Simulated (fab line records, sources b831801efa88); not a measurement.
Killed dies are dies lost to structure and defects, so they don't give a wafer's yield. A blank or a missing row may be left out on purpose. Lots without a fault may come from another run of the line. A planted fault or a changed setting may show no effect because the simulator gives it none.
Chamber matching | flow sky130 | SKY_LI_CONTACT_ETCH_14 on rie_diel-02: 4 sister chambers
The step etches BARC in N2/H2, stops on SiO2, time 45.9 s, target depth 60 nm. 20 wafers are shown with their chamber, then 10 later ones without.

WAFERS WITH THEIR CHAMBER
wafer  | chamber | throttle_valve_pct (%) | oes_product_au (a.u.)
L074.1 | 2       | 13.227                 | 0.854
L074.4 | 3       | 13.221                 | 0.854
L074.6 | 0       | 13.227                 | 0.865
L076.4 | 2       | 13.217                 | 0.849
L076.5 | 0       | 13.243                 | 0.858
L076.6 | 1       | 13.209                 | 0.860
L078.4 | 2       | 13.221                 | 0.853
L078.5 | 3       | 13.234                 | 0.850
L078.6 | 1       | 13.220                 | 0.853
L081.1 | 3       | 13.222                 | 0.852
L081.2 | 0       | 13.232                 | 0.852
L081.6 | 3       | 13.219                 | 0.859
L080.1 | 3       | 13.242                 | 0.854
L080.2 | 1       | 13.220                 | 0.843
L080.4 | 3       | 13.225                 | 0.849
L085.2 | 2       | 13.223                 | 0.862
L085.3 | 0       | 13.234                 | 0.861
L085.4 | 1       | 13.226                 | 0.852
L090.1 | 2       | 13.242                 | 0.857
L090.4 | 0       | 13.225                 | 0.851

SIGNATURES (means of the wafers above)
reading            | chamber 0 | chamber 1 | chamber 2 | chamber 3 | scatter within a chamber
throttle_valve_pct | 13.23220  | 13.21875  | 13.22600  | 13.22717  | 0.00838
oes_product_au     | 0.85740   | 0.85200   | 0.85500   | 0.85300   | 0.00527
Rule: a wafer's distance from a chamber is the root of the sum, over the readings, of the square of ((its reading less the chamber's mean) divided by the reading's scatter). The wafer belongs to the nearest chamber; if the next one is less than 2 further off, it can't be placed. The scatter: the root of (the sum of the squares of (reading less its chamber's mean) over the shown wafers, divided by (wafers less chambers)).

WAFERS WITHOUT THEIR CHAMBER
wafer  | throttle_valve_pct (%) | oes_product_au (a.u.)
L090.5 | 13.227                 | 0.859
L087.1 | 13.238                 | 0.847
L087.2 | 13.229                 | 0.857
L087.3 | 13.243                 | 0.849
L092.1 | 13.219                 | 0.858
L092.2 | 13.232                 | 0.867
L092.3 | 13.218                 | 0.858
L095.1 | 13.216                 | 0.851
L095.2 | 13.227                 | 0.858
L095.5 | 13.237                 | 0.852

WHICH CHAMBER EACH WENT THROUGH
wafer  | from the rows above               | in truth
L090.5 | can't be placed: 0 or 2 or 3 or 1 | 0
L087.1 | can't be placed: 3 or 2 or 0 or 1 | 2
L087.2 | can't be placed: 0 or 2 or 3 or 1 | 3
L087.3 | can't be placed: 3 or 0 or 2 or 1 | 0
L092.1 | can't be placed: 2 or 1 or 3 or 0 | 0
L092.2 | can't be placed: 0 or 2 or 3 or 1 | 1
L092.3 | can't be placed: 2 or 1 or 3 or 0 | 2
L095.1 | can't be placed: 1 or 3 or 2 or 0 | 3
L095.2 | can't be placed: 2 or 0 or 3 or 1 | 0
L095.5 | can't be placed: 0 or 3 or 2 or 1 | 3
Placed correctly: 0 of 10. Can't be placed from these rows: 10 (the true chamber is among the candidates in 10). Placed wrongly: 0.
